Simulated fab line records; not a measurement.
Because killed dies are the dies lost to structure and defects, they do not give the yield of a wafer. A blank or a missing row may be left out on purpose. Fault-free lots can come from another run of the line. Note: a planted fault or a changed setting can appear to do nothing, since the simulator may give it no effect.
fab line records | flow gf180mcu
[record] lots = 12 wafers = 36 last_day = 34
route steps=602 shown MIM@512 M5@533 TOP_METAL@569
lots that met no fault: from a run of the same line without faults
start_h: hours from the record's first day to the start of the lot's first wafer shown | wait_h: time in hours since the lot's previous step | " identical to the entry in the row above | L1.1+2: several wafers, shown together as one row | - no value, or no start was given | * or withheld: withheld | < > ~ a bound
route shown NAME@n: a module of which the file shows steps, and the number in the route of the first | usual: mean/standard deviation of fault-free wafers | same: alike in all rows | chamber/n: place in a boat | sites: per-site readings | _std_site: standard deviation across them | _edge_site: mean of outer sites minus mean of inner sites | radius_mm: how far each site lies from the wafer's centre | mask NAME#n: copy n | behind: the most recent tool/chamber to have shaped the wafer | hold: what put the lot on hold/how long, in hours/how the hold closed | device: names the non-switching transistor (n, p or np) | end of line: the same wafers' tests at the end of the route | step lacking rows: just its recipe | killed: dies that structure and defects cost at the first sort, which is not the same as the wafer's yield | map: shows each die of a wafer: x if killed, . if not, _ if none is there
set.NAME: the setting the step ran with; set.NAME@STEP: the setting that earlier step ran with | model.NAME: the simulator's own value behind a step, which no gauge read
route steps across a sampled set of lots; one table per step, one row per wafer
services: a tool's chamber out of use, with start hour (start_h, from the record's first day; less than 0 if before it), hours out, and reason
[[steps]]
[step GF_MIM_SPUTTER_09]
[recipe] material = TiN target_thk_nm = 35 power_w = 6500 time_s = 29.2 chamber_pressure_pa = 0.4
[usual] cathode_dc_power_W = 6500.1/1.2 chamber_pressure_pa = 0.4000/0.00079 throttle_valve_pct = 30.2/1.2
// columns lot.wafer tool chamber start_h wait_h cathode_dc_power_W chamber_pressure_pa throttle_valve_pct
L200.1 pvd_sputter-01 - 564.97 0.0 6499.4 0.4008 29.9
L200.2 " - " " 6500.8 0.4001 30.7
L200.6 " - " " 6500.2 0.3991 30.9
L201.1 pvd_sputter-01 - 574.03 0.0 6501.1 0.4000 30.1
L201.3 " - " " 6499.5 0.4005 28.5
L201.6 " - " " 6498.9 0.4006 30.1
L202.1 pvd_sputter-01 - 576.98 0.0 6500.9 0.3996 31.3
L202.3 " - " " 6500.1 0.4006 30.9
L202.5 " - " " 6499.0 0.3992 30.8
L203.4 pvd_sputter-03 - 587.66 0.0 6502.4 0.4012 30.9
L203.5 " - " " 6498.8 0.3998 31.3
L203.6 " - " " 6501.8 0.4000 31.3
L204.2 pvd_sputter-01 - 601.21 0.0 6500.2 0.3999 28.5
L204.3 " - " " 6500.3 0.3999 31.1
L204.4 " - " " 6500.8 0.3985 30.8
L205.1 pvd_sputter-04 - 608.88 0.0 6502.1 0.4003 31.7
L205.4 " - " " 6497.6 0.4004 29.9
L205.6 " - " " 6500.3 0.3996 29.7
L208.3 pvd_sputter-01 - 633.69 0.0 6500.5 0.3995 28.6
L208.4 " - " " 6500.5 0.3994 30.0
L208.6 " - " " 6499.1 0.4003 29.9
L209.1 pvd_sputter-04 - 635.77 0.0 6500.6 0.3998 29.8
L209.5 " - " " 6500.3 0.4001 29.9
L209.6 " - " " 6499.4 0.3988 31.1
L210.1 pvd_sputter-03 - 646.23 0.0 6501.5 0.3991 31.3
L210.2 " - " " 6499.8 0.3995 31.4
L210.6 " - " " 6498.1 0.3998 27.8
L211.1 pvd_sputter-01 - 650.41 0.0 6502.1 0.4009 31.0
L211.4 " - " " 6498.6 0.4019 30.8
L211.6 " - " " 6499.3 0.3995 28.3
L221.1 pvd_sputter-03 - 718.31 0.0 6499.6 0.4007 31.0
L221.3 " - " " 6499.2 0.4001 27.9
L221.5 " - " " 6499.4 0.4006 31.1
L222.1 pvd_sputter-03 - 724.30 0.0 6501.3 0.4007 28.0
L222.2 " - " " 6500.2 0.4003 30.9
L222.6 " - " " 6502.0 0.4007 28.0
[step GF_M5_CD_MEAS_07]
[recipe] target_cd_nm = 280
[usual] cd_nm = 280.3/1.1
// columns lot.wafer tool chamber start_h wait_h cd_nm
L200.1 cd_sem-01 - 607.69 0.1 280.7
L200.2 " - " " 279.5
L200.6 " - " " 280.2
L201.1 cd_sem-01 - 616.59 0.1 282.6
L201.3 " - " " 281.8
L201.6 " - " " 281.5
L202.1 cd_sem-01 - 618.64 0.1 280.3
L202.3 " - " " 281.1
L202.5 " - " " 281.4
L203.4 cd_sem-02 - 629.05 0.1 278.0
L203.5 " - " " 278.8
L203.6 " - " " 278.8
L204.2 cd_sem-01 - 641.76 0.1 282.5
L204.3 " - " " 282.7
L204.4 " - " " 281.6
L205.1 cd_sem-01 - 649.34 0.1 281.7
L205.4 " - " " 281.6
L205.6 " - " " 282.1
L208.3 cd_sem-02 - 673.34 0.1 278.5
L208.4 " - " " 279.5
L208.6 " - " " 279.3
L209.1 cd_sem-02 - 674.59 0.1 279.3
L209.5 " - " " 278.7
L209.6 " - " " 279.5
L210.1 cd_sem-02 - 684.89 0.1 280.9
L210.2 " - " " 280.6
L210.6 " - " " 280.4
L211.1 cd_sem-01 - 688.89 0.1 283.8
L211.4 " - " " 282.6
L211.6 " - " " 282.5
L221.1 cd_sem-02 - 752.70 0.1 280.3
L221.3 " - " " 279.6
L221.5 " - " " 280.5
L222.1 cd_sem-02 - 759.09 0.1 279.4
L222.2 " - " " 281.1
L222.6 " - " " 282.3
[step GF_M5_OVL_MEAS_08]
[usual] M5_OVL = 0/6
// columns lot.wafer tool chamber start_h wait_h M5_OVL[nm]
L200.1 overlay-02 - 607.81 0.1 -3
L200.2 " - " " -5
L200.6 " - " " -9
L201.1 overlay-01 - 616.71 0.1 7
L201.3 " - " " -5
L201.6 " - " " -5
L202.1 overlay-01 - 618.76 0.1 -2
L202.3 " - " " -10
L202.5 " - " " -4
L203.4 overlay-01 - 629.13 0.1 3
L203.5 " - " " 4
L203.6 " - " " -6
L204.2 overlay-02 - 641.86 0.1 2
L204.3 " - " " -1
L204.4 " - " " 3
L205.1 overlay-01 - 649.46 0.1 -4
L205.4 " - " " 4
L205.6 " - " " 0
L208.3 overlay-01 - 673.43 0.1 -4
L208.4 " - " " 1
L208.6 " - " " 0
L209.1 overlay-01 - 674.71 0.1 -3
L209.5 " - " " 4
L209.6 " - " " -4
L210.1 overlay-02 - 685.01 0.1 -4
L210.2 " - " " -10
L210.6 " - " " -9
L211.1 overlay-01 - 689.01 0.1 10
L211.4 " - " " -2
L211.6 " - " " 7
L221.1 overlay-01 - 752.82 0.1 10
L221.3 " - " " 3
L221.5 " - " " 3
L222.1 overlay-01 - 759.21 0.1 1
L222.2 " - " " -7
L222.6 " - " " -10
[step GF_TOP_METAL_SPUTTER_02]
[recipe] material = AlCu target_thk_nm = 900 power_w = 10600 chamber_pressure_pa = 0.3 substrate_temp_c = 250 gas = Ar time_s = 47.82
[usual] cathode_dc_power_W = 10600/1.9 chamber_pressure_pa = 0.3000/0.00061 throttle_valve_pct = 30.0/1.1
// columns lot.wafer tool chamber start_h wait_h cathode_dc_power_W chamber_pressure_pa throttle_valve_pct
L200.1 pvd_sputter-02 - 631.36 0.0 10596 0.2997 28.9
L200.2 " - " " 10598 0.3005 31.2
L200.6 " - " " 10601 0.3000 29.7
L201.1 pvd_sputter-03 - 639.70 0.0 10604 0.2985 31.1
L201.3 " - " " 10597 0.3000 30.7
L201.6 " - " " 10603 0.3001 28.0
L202.1 pvd_sputter-02 - 641.88 0.0 10600 0.3015 28.7
L202.3 " - " " 10599 0.2995 29.2
L202.5 " - " " 10599 0.2999 29.5
L203.4 pvd_sputter-02 - 652.48 0.0 10601 0.2998 29.4
L203.5 " - " " 10598 0.3004 29.4
L203.6 " - " " 10597 0.3004 29.1
L204.2 pvd_sputter-02 - 663.83 0.0 10601 0.3015 29.1
L204.3 " - " " 10597 0.3003 30.8
L204.4 " - " " 10603 0.2992 29.6
L205.1 pvd_sputter-03 - 671.39 0.0 10600 0.2995 31.2
L205.4 " - " " 10597 0.3002 28.4
L205.6 " - " " 10602 0.3003 31.2
L208.3 pvd_sputter-01 - 695.20 0.0 10602 0.3000 30.1
L208.4 " - " " 10599 0.2995 28.1
L208.6 " - " " 10599 0.2996 29.9
L209.1 pvd_sputter-02 - 697.35 0.0 10603 0.2998 29.2
L209.5 " - " " 10600 0.2999 31.2
L209.6 " - " " 10598 0.3000 29.6
L210.1 pvd_sputter-01 - 706.45 0.0 - - -
L210.2 " - " " - - -
L210.6 " - " " - - -
L211.1 pvd_sputter-03 - 710.40 0.0 - - -
L211.4 " - " " - - -
L211.6 " - " " - - -
L221.1 pvd_sputter-03 - 771.46 0.0 10601 0.3008 30.6
L221.3 " - " " 10600 0.3003 28.2
L221.5 " - " " 10599 0.2992 30.7
L222.1 pvd_sputter-01 - 777.71 0.0 10599 0.3001 28.3
L222.2 " - " " 10604 0.3002 30.7
L222.6 " - " " 10603 0.3004 28.4
[step GF_TOP_METAL_RS_MEAS_05]
[recipe] thk_meas_gauge = four-point-probe reads = TiN_of_TOP_METAL_SPUTTER_04+Ti_of_TOP_METAL_SPUTTER_03+AlCu_of_TOP_METAL_SPUTTER_02+TiN_of_TOP_METAL_SPUTTER_01+Ti_of_TOP_METAL_SPUTTER_00
[usual] TOP_METAL_ALCU_RS = 0.03256/0.00027
// columns lot.wafer tool chamber start_h wait_h TOP_METAL_ALCU_RS[ohm/sq]
L200.1 film_metro-04 - 631.45 0.0 0.03205
L200.2 " - " " 0.03217
L200.6 " - " " 0.03233
L201.1 film_metro-01 - 639.79 0.0 0.03291
L201.3 " - " " 0.0327
L201.6 " - " " 0.03236
L202.1 film_metro-01 - 641.97 0.0 0.03231
L202.3 " - " " 0.03258
L202.5 " - " " 0.03242
L203.4 film_metro-01 - 652.63 0.1 0.0321
L203.5 " - " " 0.03202
L203.6 " - " " 0.03217
L204.2 film_metro-03 - 663.94 0.0 0.03237
L204.3 " - " " 0.03252
L204.4 " - " " 0.03251
L205.1 film_metro-01 - 671.48 0.0 0.03241
L205.4 " - " " 0.03209
L205.6 " - " " 0.03288
L208.3 film_metro-01 - 695.33 0.1 0.03249
L208.4 " - " " 0.03241
L208.6 " - " " 0.03227
L209.1 film_metro-01 - 697.44 0.0 0.03227
L209.5 " - " " 0.0328
L209.6 " - " " 0.03272
L210.1 film_metro-01 - 706.54 0.0 9.7058
L210.2 " - " " 9.68
L210.6 " - " " 9.7522
L211.1 film_metro-03 - 710.49 0.0 9.5096
L211.4 " - " " 9.489
L211.6 " - " " 9.5204
L221.1 film_metro-03 - 771.55 0.0 0.03244
L221.3 " - " " 0.0326
L221.5 " - " " 0.03242
L222.1 film_metro-01 - 777.80 0.0 0.03307
L222.2 " - " " 0.03298
L222.6 " - " " 0.03283
[step GF_TOP_METAL_THK_MEAS_06]
[recipe] thk_meas_gauge = xrf reads = AlCu_of_TOP_METAL_SPUTTER_02
[usual] TOP_METAL_ALCU_THK = 898/10
// columns lot.wafer tool chamber start_h wait_h TOP_METAL_ALCU_THK[nm]
L200.1 film_metro-04 - 631.57 0.1 920
L200.2 " - " " 917
L200.6 " - " " 909
L201.1 film_metro-01 - 639.91 0.1 874
L201.3 " - " " 883
L201.6 " - " " 892
L202.1 film_metro-01 - 642.09 0.1 893
L202.3 " - " " 889
L202.5 " - " " 892
L203.4 film_metro-01 - 652.72 0.1 905
L203.5 " - " " 909
L203.6 " - " " 904
L204.2 film_metro-03 - 664.05 0.1 903
L204.3 " - " " 899
L204.4 " - " " 897
L205.1 film_metro-01 - 671.60 0.1 895
L205.4 " - " " 904
L205.6 " - " " 886
L208.3 film_metro-01 - 695.43 0.1 892
L208.4 " - " " 891
L208.6 " - " " 895
L209.1 film_metro-01 - 697.56 0.1 900
L209.5 " - " " 888
L209.6 " - " " 889
L210.1 film_metro-01 - 706.66 0.1 <0
L210.2 " - " " <0
L210.6 " - " " <0
L211.1 film_metro-03 - 710.61 0.1 <0
L211.4 " - " " <0
L211.6 " - " " <0
L221.1 film_metro-03 - 771.67 0.1 903
L221.3 " - " " 905
L221.5 " - " " 905
L222.1 film_metro-01 - 777.92 0.1 877
L222.2 " - " " 882
L222.6 " - " " 886
[step GF_TOP_METAL_METAL_ETCH_16]
[recipe] chemistry = Cl2/BCl3 mask_material = NOVOLAK target_depth_nm = 1077.5 stop_on = SiO2 pressure_mtorr = 8 icp_w = 800 bias_w = 140 Cl2_flow_sccm = 80 bcl3_flow_sccm = 40 time_s = 179.6
[usual] bias_w = 140.0/0.47 drypump_motor_current_A = 6.0/0.57 oes_product_au = 0.968/0.0063 throttle_valve_pct = 28.254/0.01
// columns lot.wafer tool chamber start_h wait_h bias_w drypump_motor_current_A oes_product_au rf_hours_counter_h throttle_valve_pct
L200.1 rie_metal-01 1 651.02 0.0 139.9 5.8 0.983 12 28.253
L200.2 " 0 " " 139.6 6.7 0.975 5 28.241
L200.6 " 0 " " 140.4 6.7 0.975 - 28.247
L201.1 rie_metal-01 1 659.54 0.0 139.5 5.8 0.954 12 28.257
L201.3 " 1 " " 140.1 5.8 0.961 - 28.277
L201.6 " 1 " " 140.0 5.8 0.978 - 28.245
L202.1 rie_metal-01 0 661.99 0.0 139.7 6.7 0.968 5 28.249
L202.3 " 0 " " 139.5 6.7 0.964 - 28.264
L202.5 " 1 " " 140.5 5.8 0.972 - 28.245
L203.4 rie_metal-04 1 672.10 0.1 140.1 5.1 0.974 - 28.249
L203.5 " 1 " " 139.6 5.1 0.975 - 28.249
L203.6 " 0 " " 140.2 6.2 0.966 - 28.238
L204.2 rie_metal-03 1 682.87 0.0 140.6 5.5 0.968 10 28.254
L204.3 " 1 " " 140.0 5.5 0.966 - 28.251
L204.4 " 0 " " 139.5 5.3 0.960 - 28.255
L205.1 rie_metal-01 0 690.87 0.0 140.1 6.7 0.967 7 28.259
L205.4 " 0 " " 140.5 6.7 0.974 - 28.242
L205.6 " 0 " " 140.9 6.7 0.966 - 28.265
L208.3 rie_metal-01 0 713.68 0.1 139.5 6.7 0.965 - 28.241
L208.4 " 1 " " 140.9 5.8 0.962 - 28.259
L208.6 " 1 " " 140.2 5.7 0.972 - 28.264
L209.1 rie_metal-01 0 715.27 0.0 138.7 6.7 0.974 9 28.260
L209.5 " 1 " " 139.8 5.8 0.967 - 28.263
L209.6 " 0 " " 138.9 6.7 0.965 - 28.259
L210.1 rie_metal-01 1 724.22 0.0 140.4 5.8 0.978 1 28.225
L210.2 " 0 " " 139.5 6.7 0.993 9 28.237
L210.6 " 0 " " 140.1 6.7 0.983 - 28.227
L211.1 rie_metal-04 0 727.97 0.0 139.8 6.3 0.994 8 28.236
L211.4 " 1 " " 139.8 5.1 0.983 - 28.248
L211.6 " 0 " " 140.4 6.3 0.993 - 28.247
L221.1 rie_metal-03 0 786.99 0.0 139.9 5.3 0.966 8 28.245
L221.3 " 0 " " 139.2 5.3 0.967 - 28.249
L221.5 " 0 " " 139.7 5.3 0.972 - 28.260
L222.1 rie_metal-04 0 793.32 0.0 140.0 6.3 0.958 12 28.256
L222.2 " 0 " " 140.0 6.3 0.963 - 28.265
L222.6 " 0 " " 139.5 6.3 0.967 - 28.260
[[services]]
// columns tool chamber start_h hours kind
rie_metal-03 1 556.01 9.3 repair
pvd_sputter-02 - 583.16 5.7 repair
pvd_sputter-01 3 587.89 - consumable_replace:kit
pvd_sputter-01 3 587.89 18.0 scheduled_down
pvd_sputter-01 3 587.89 18.0 vent_cycle
pvd_sputter-03 2 601.05 - consumable_replace:kit
pvd_sputter-03 2 601.05 18.0 scheduled_down
pvd_sputter-03 2 601.05 18.0 vent_cycle
pvd_sputter-02 - 604.43 3.6 repair
rie_metal-03 - 618.07 2.8 pm
rie_metal-04 - 642.00 0.9 repair
rie_metal-01 1 666.51 - clean
pvd_sputter-04 - 669.01 2.0 repair
pvd_sputter-02 - 710.50 2.0 repair
pvd_sputter-02 - 718.60 7.7 repair
pvd_sputter-01 2 727.32 - consumable_replace:kit
pvd_sputter-01 2 727.32 18.0 scheduled_down
pvd_sputter-01 2 727.32 18.0 vent_cycle
rie_metal-01 0 733.95 2.2 repair
pvd_sputter-03 1 738.44 - consumable_replace:kit
pvd_sputter-03 1 738.44 18.0 scheduled_down
pvd_sputter-03 1 738.44 18.0 vent_cycle
rie_metal-03 1 774.56 13.0 repair
rie_metal-04 1 777.28 21.7 repair
[[key]]
[first_sign] step = GF_TOP_METAL_SPUTTER_02 reading = tool_record direction = missing
[effect] step = GF_TOP_METAL_RS_MEAS_05 reading = TOP_METAL_ALCU_RS direction = up sigmas = 99+ usual = 0.03256 struck = 9.6095
[effect] step = GF_TOP_METAL_THK_MEAS_06 reading = TOP_METAL_ALCU_THK direction = down sigmas = 89 usual = 898 struck = <0
[effect] step = GF_TOP_METAL_METAL_ETCH_16 reading = oes_product_au direction = up sigmas = 3.1 usual = 0.968 struck = 0.987
met_at GF_TOP_METAL_SPUTTER_02
struck_lots L210,L211
later_rows_left_out L210.1,L210.2,L210.6,L211.1,L211.4,L211.6
sort_left_out L210.1,L210.2,L210.6,L211.1,L211.4,L211.6
not_acting_at GF_MIM_SPUTTER_09,GF_M5_CD_MEAS_07,GF_M5_OVL_MEAS_08
onset_between 695.20 706.45
[fault] kind = skipped_step_whole tool = pvd_sputter-01,pvd_sputter-03 chamber = - onset_h = 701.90 steps = GF_TOP_METAL_SPUTTER_02 scope = struck_lots_only
// sort_left_out: the simulated sort isn't trusted on such a fault, so these wafers' sort isn't shown, and their yield isn't known
// later_rows_left_out: the simulator's readings of these wafers behind a module that went badly wrong aren't trusted and aren't shown, but for the sort
